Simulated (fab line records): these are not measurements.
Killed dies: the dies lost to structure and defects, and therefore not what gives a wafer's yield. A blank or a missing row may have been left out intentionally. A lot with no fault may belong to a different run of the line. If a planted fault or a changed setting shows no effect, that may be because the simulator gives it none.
What tool caused it? -- flow gf180mcu -- 12 lots with 36 wafers sampled at 4 steps, on a route of 602 steps

WHAT THE GAUGES READ, wafer by wafer
GF_M2_OVL_MEAS_15.
lot,measured,on,M2_OVL (nm)
L638,day 19 19:55,overlay-02,5 3 8
L639,day 20 05:06,overlay-02,-5 -6 0
L640,day 20 18:25,overlay-01,4 10 5
L646,day 22 23:42,overlay-01,-2 -3 -8
L650,day 24 16:01,overlay-02,-9 -4 -5
L651,day 24 17:34,overlay-02,-6 -9 -4
L652,day 25 01:12,overlay-02,3 2 0
L653,day 25 05:10,overlay-02,4 4 5
L655,day 25 20:28,overlay-02,-8 -8 -8
L656,day 26 05:15,overlay-02,-7 1 -3
L657,day 26 11:27,overlay-02,3 5 4
L658,day 26 14:19,overlay-02,10 3 3

GF_V2_CD_MEAS_14: target cd 260 nm.
lot,measured,on,cd-nm (nm)
L638,day 20 21:04,cd-sem-02,260.8 260.5 261.3
L639,day 21 06:37,cd-sem-01,267.9 267.4 268.3 268.0 267.2 267.8
L640,day 21 18:56,cd-sem-02,263.0 264.3 264.4
L646,day 23 21:38,cd-sem-02,261.3 259.3 260.5
L650,day 25 16:03,cd-sem-01,260.6 260.3 260.1
L651,day 25 16:42,cd-sem-02,260.6 260.0 260.9
L652,day 26 00:32,cd-sem-02,260.1 259.3 261.1
L653,day 26 03:07,cd-sem-01,260.1 259.9 259.9
L655,day 26 18:36,cd-sem-01,261.7 260.4 262.0
L656,day 27 03:11,cd-sem-01,259.0 259.6 259.5
L657,day 27 09:34,cd-sem-02,260.3 261.2 261.2
L658,day 27 12:08,cd-sem-02,259.3 260.3 259.3

TOOL THAT RAN EACH LOT (tool first, then ch and the chambers of the sampled wafers, then the start)
lot,GF_M2_STRIP_17,GF_V2_PEB_12
L638,"plasma-asher-02 ch 0,1, day 19 20:07","litho-track-01 ch 0, day 20 20:44"
L639,"plasma-asher-02 ch 0,1, day 20 05:16","litho-track-01 ch 0, day 21 06:16"
L640,"plasma-asher-02 ch 0,1, day 20 18:34","litho-track-01 ch 0, day 21 18:36"
L646,"plasma-asher-02 ch 0,1, day 22 23:52","litho-track-03 ch 0, day 23 21:17"
L650,"plasma-asher-02 ch 0,1, day 24 16:10","litho-track-03 ch 0, day 25 15:43"
L651,"plasma-asher-02 ch 0,1, day 24 17:43","litho-track-03 ch 0, day 25 16:22"
L652,"plasma-asher-04 ch 0,1, day 25 01:29","litho-track-03 ch 0, day 26 00:11"
L653,"plasma-asher-04 ch 0,1, day 25 05:29","litho-track-02 ch 0, day 26 02:48"
L655,"plasma-asher-04 ch 1, day 25 20:37","litho-track-02 ch 0, day 26 18:16"
L656,"plasma-asher-04 ch 0,1, day 26 05:33","litho-track-02 ch 0, day 27 02:50"
L657,"plasma-asher-03 ch 0,1, day 26 11:37","litho-track-01 ch 0, day 27 09:13"
L658,"plasma-asher-03 ch 0,1, day 26 14:28","litho-track-01 ch 0, day 27 11:48"
- GF_M2_STRIP_17: strips in O2/N2.
- GF_V2_PEB_12: peb time 90 s.

AS READ BY THE TOOLS THEMSELVES (means over the sampled wafers that have a number; for cases with no such wafer, the mark the record gives instead)
GF_M2_STRIP_17.
lot,tool,drypump-motor-current-A (A),heater-power-w (W),oes-product-au (a.u.),strip-time-to-endpoint-s (s)
L638,plasma-asher-02,5.7,305,0.541,7.39
L639,plasma-asher-02,5.7,304,0.540,7.40
L640,plasma-asher-02,5.7,304,0.540,7.35
L646,plasma-asher-02,5.3,290,0.534,7.35
L650,plasma-asher-02,5.7,309,0.540,7.36
L651,plasma-asher-02,5.3,301,0.537,7.34
L652,plasma-asher-04,5.4,356,0.541,7.37
L653,plasma-asher-04,5.7,387,0.542,7.38
L655,plasma-asher-04,5.2,328,0.539,7.43
L656,plasma-asher-04,5.7,382,0.537,7.40
L657,plasma-asher-03,6.0,300,0.542,7.44
L658,plasma-asher-03,6.0,301,0.540,7.43

GF_V2_PEB_12.
lot,tool,plate-temp-C (C)
L638,litho-track-01,135.07
L639,litho-track-01,135.00
L640,litho-track-01,134.90
L646,litho-track-03,135.02
L650,litho-track-03,135.25
L651,litho-track-03,134.94
L652,litho-track-03,134.91
L653,litho-track-02,134.97
L655,litho-track-02,134.96
L656,litho-track-02,135.07
L657,litho-track-01,135.05
L658,litho-track-01,135.20

THE ANSWER, worked out from the rows above alone
Rule: usual is defined by the lots themselves. The widest of any qualifying gaps counts: lots, ordered by their means at a reading, are off when they make up no more than a third of the lots, leave a main group of 4 or more, and stand apart from it by 3 or more times the standard deviation of that group's means. A main group is skipped when, at the precision printed for the reading in the tables above, its means are all equal. A lot without any number at a reading at which 4 lots or more have one is off too. Where the step has rows for the other lots, those lots are counted as sound. The gauges are gone through in route order, then the tools' own readings, and for those a lot's mean is taken as printed above. The first step at which some lot is off is used, and at that step the reading that is off furthest; a lot without a number counts as furthest.
Off: L639, L640 (GF_V2_CD_MEAS_14, cd-nm). The main group has a mean of 260.3 nm with a standard deviation of 0.57.
A tool fits if, at a process step before that reading, it ran every lot that is off, and no sound lot after the first of them. Gauges at GF_V2_CD_MEAS_14: tried the same way as those tools. No candidate that was tried fits.

WHAT HAD BEEN PUT IN BY THE SIMULATOR
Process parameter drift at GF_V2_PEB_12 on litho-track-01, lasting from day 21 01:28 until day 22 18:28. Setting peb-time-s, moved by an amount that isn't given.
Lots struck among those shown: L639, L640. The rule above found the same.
